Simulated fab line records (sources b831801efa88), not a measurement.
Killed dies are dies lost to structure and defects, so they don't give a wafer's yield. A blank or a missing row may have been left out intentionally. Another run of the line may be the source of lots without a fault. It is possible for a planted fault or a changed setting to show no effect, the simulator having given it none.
Matching of chambers    flow sky130    SKY_VIA3_ETCH_14 on rie-diel-03: 4 sister chambers
The step etches BARC in N2/H2, stops on SiO2, time 45.9 s, target depth 60 nm. 16 wafers are shown with their chamber, then 8 later ones without.

## WAFERS, EACH WITH ITS CHAMBER
wafer   chamber  drypump-motor-current-A (A)  n2-flow-sccm (sccm)  oes-product-au (a.u.)
L299.1  2        5.7                          100.1                0.850
L299.5  2        5.7                          100.0                0.852
L299.6  3        5.1                          99.8                 0.851
L302.3  2        5.6                          100.3                0.861
L302.4  3        5.1                          100.3                0.857
L302.5  2        5.6                          100.1                0.853
L305.2  3        5.1                          100.3                0.852
L305.4  0        5.5                          99.1                 0.854
L305.5  1        5.3                          99.8                 0.851
L313.1  0        5.4                          100.2                0.853
L313.3  2        5.6                          100.1                0.853
L313.4  1        5.3                          100.6                0.853
L314.3  1        5.2                          100.0                0.858
L314.5  1        5.3                          100.3                0.857
L314.6  2        5.7                          100.5                0.864
L316.1  1        5.3                          100.3                0.856

SIGNATURES (averages over the wafers above)
reading                  chamber 0  chamber 1  chamber 2  chamber 3  scatter within a chamber
drypump-motor-current-A  5.450      5.280      5.650      5.100      0.0483
n2-flow-sccm             99.650     100.200    100.183    100.133    0.332
oes-product-au           0.85350    0.85500    0.85550    0.85333    0.00421
Rule: a wafer lies at a distance from a chamber equal to the root of the sum of squares, over the readings, of (its reading less the chamber's mean, divided by the reading's scatter). The wafer belongs to the nearest chamber; if the next one is less than 2 further off, it can't be placed. The scatter: the root of (the sum of the squares of (reading less its chamber's mean) over the shown wafers, divided by (wafers less chambers)).

## WAFERS MISSING THEIR CHAMBER
wafer   drypump-motor-current-A (A)  n2-flow-sccm (sccm)  oes-product-au (a.u.)
L316.2  5.5                          100.1                0.856
L316.3  5.6                          99.9                 0.853
L318.1  5.1                          100.3                0.860
L318.3  5.7                          100.1                0.860
L318.6  5.2                          100.1                0.852
L320.1  5.1                          99.7                 0.856
L320.2  5.3                          100.4                0.852
L320.4  5.7                          100.3                0.859

## THE CHAMBER EACH PASSED THROUGH
wafer   from the rows above      in truth
L316.2  can't be placed: 0 or 2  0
L316.3  can't be placed: 2 or 0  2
L318.1  3                        3
L318.3  2                        2
L318.6  can't be placed: 1 or 3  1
L320.1  3                        3
L320.2  1                        1
L320.4  2                        2
Placed correctly: 5 of 8. Unplaceable from these rows: 3, with the true chamber sitting among the candidates in 3. 0 placed wrongly.
